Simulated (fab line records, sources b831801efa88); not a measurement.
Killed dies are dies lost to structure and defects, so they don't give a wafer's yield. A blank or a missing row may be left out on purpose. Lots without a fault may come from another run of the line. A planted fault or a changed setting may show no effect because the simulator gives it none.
A struck lot beside a sound one | flow sky130 | 15 steps out of a route of 708
Sound: wafers L321.2, L321.4, L321.5. Struck: wafer L333.6. (L333.1, L333.4 of the same lot were not struck and are left out.) The cause comes at the end.
At each step with rows: each side's tool, then ch and its chambers, then its first start. Under that, the readings that differ: sound wafers | struck wafers | difference of the means | sigmas: that difference in standard deviations of wafers without a fault.
alike: readings whose means differ by less than 2 such deviations, and words and numbers that are the same on both sides. not compared: withheld readings, readings that some wafer has no value for, bounds like >300 that may hide the same value, and numbers for which the record gives no deviation and whose values overlap.
The two part at a step that has a row with sigmas, a row that says differs or no value, or rows on one side only. Numbers that don't overlap but have no deviation are shown without sigmas and don't part them. A reading that every wafer of one side lacks parts them only if that side has two wafers or more.

first, 5 steps without rows for these wafers: SKY_LI_CONTACT_COAT_07 (resist thk 450 nm); SKY_LI_CONTACT_SOFTBAKE_08 (time 90 s); SKY_LI_CONTACT_EXPOSE_09 (exposes mask LICM1, target cd 170 nm); SKY_LI_CONTACT_PEB_10; SKY_LI_CONTACT_DEVELOP_11 (develop time 60 s).
SKY_LI_CONTACT_CD_MEAS_12: target cd 170 nm.
  sound on cd_sem-01, day 30 09:16; struck on cd_sem-02, day 34 21:53
  reading    | sound             | struck | difference | sigmas
  cd_nm (nm) | 170.8 169.8 169.9 | 172.6  | +2.4       | +2
SKY_LI_CONTACT_OVL_MEAS_13:
  sound on overlay-02, day 30 09:23; struck on overlay-01, day 34 22:01
  alike: LI_CONTACT_OVL
SKY_LI_CONTACT_ETCH_14: etches BARC in N2/H2, stops on SiO2, time 45.9 s, target depth 60 nm.
  sound on rie_diel-02 ch 0,1,2, day 30 09:25; struck on rie_diel-01 ch 1, day 34 22:02
  reading               | sound             | struck | difference | sigmas
  oes_product_au (a.u.) | 0.853 0.851 0.846 | 0.867  | +0.017     | +3
  alike: drypump_motor_current_A, throttle_valve_pct
  not compared: rf_hours_counter_h
SKY_LI_CONTACT_ETCH_15: etches PSG in C4F8/O2/Ar, stops on Si, target depth 600 nm.
  sound on rie_diel-02 ch 0,1,2, day 30 09:27; struck on rie_diel-01 ch 1, day 34 22:05
  alike: oes_product_au
SKY_LI_CONTACT_STRIP_16: strips in O2/N2.
  sound on plasma_asher-01 ch 0,1, day 30 09:32; struck on plasma_asher-01 ch 0, day 34 22:10
  alike: drypump_motor_current_A, oes_product_au, strip_time_to_endpoint_s
  not compared: rf_hours_counter_h
then, 2 steps without rows for these wafers: SKY_LI_CONTACT_CLEAN_17 (cleans in NMP, time 600 s); SKY_LI_CONTACT_PRE_CLEAN_18 (time 5.6 s).
SKY_LI_CONTACT_SPUTTER_19: material Ti, target thk 20 nm, time 106.37 s.
  sound on pvd_sputter-04, day 30 09:50; struck on pvd_sputter-01, day 34 22:28
  reading                                       | sound             | struck | difference | sigmas
  model.Ti_of_LI_CONTACT_SPUTTER_19.thk_nm (nm) | 20.39 20.14 20.22 | 20.81  | +0.56      |
  alike: throttle_valve_pct
SKY_LI_CONTACT_SPUTTER_20: material TiN, target thk 20 nm, time 80 s.
  sound on pvd_sputter-04, day 30 09:54; struck on pvd_sputter-01, day 34 22:32
  alike: throttle_valve_pct
then, 1 step without rows for these wafers: SKY_PAD_OPEN_PROBE_99.

WHERE THEY PART
First at SKY_LI_CONTACT_CD_MEAS_12; last, within this record, at SKY_LI_CONTACT_ETCH_14. Later steps at which nothing parts them and some readings are alike: SKY_LI_CONTACT_ETCH_15, SKY_LI_CONTACT_STRIP_16, SKY_LI_CONTACT_SPUTTER_19, SKY_LI_CONTACT_SPUTTER_20.

WHY: what the simulator had put in
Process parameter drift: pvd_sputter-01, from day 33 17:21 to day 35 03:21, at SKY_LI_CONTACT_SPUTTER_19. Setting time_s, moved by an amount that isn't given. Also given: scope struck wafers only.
